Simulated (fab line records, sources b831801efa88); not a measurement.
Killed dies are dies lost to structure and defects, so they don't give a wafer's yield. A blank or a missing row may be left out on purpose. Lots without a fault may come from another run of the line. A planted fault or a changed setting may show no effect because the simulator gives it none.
Which tool did it? | flow sky130 | 12 lots, 36 wafers sampled, at 1 step of a route of 708

WHAT THE GAUGES READ, wafer by wafer
SKY_FIELD_ISO_BOW_MEAS_00.
lot  | measured    | on            | INCOMING_BOW (um)
L075 | day 1 15:02 | film_metro-01 | 0 5 -3
L077 | day 2 01:01 | film_metro-04 | 0 -8 7
L079 | day 2 11:01 | film_metro-01 | 5 -6 5
L081 | day 2 21:00 | film_metro-01 | -4 5 5
L083 | day 3 07:02 | film_metro-02 | -2 3 -7
L085 | day 3 17:02 | film_metro-04 | -12 3 6
L087 | day 4 03:00 | film_metro-04 | -1 -3 -5
L089 | day 4 13:02 | film_metro-01 | 6 -3 2
L091 | day 4 23:00 | film_metro-02 | 4 5 -10
L093 | day 5 09:02 | film_metro-01 | 10 -1 8
L095 | day 5 19:00 | film_metro-01 | -3 -2 -7
L097 | day 6 05:00 | film_metro-01 | 0 5 8

WHICH TOOL RAN EACH LOT (tool, then ch and the chambers of the sampled wafers, then the start)
The record holds no process step before these readings.

THE ANSWER, worked out from the rows above alone
Rule: what is usual is taken from the lots themselves. Put in order of their means at a reading, lots are off if they are a third of the lots or fewer, leave a main group of 4 or more, and stand apart from it by a gap of 3 or more times the standard deviation of the main group's means; of several such gaps the widest counts. A main group whose means are all the same, to the digits that the tables above print for the reading, isn't used. A lot without any number at a reading at which 4 lots or more have one is off too. The other lots that the step has rows for count as sound.
No lot is off at any reading shown: from this, nothing can be told.

WHAT THE SIMULATOR HAD PUT IN
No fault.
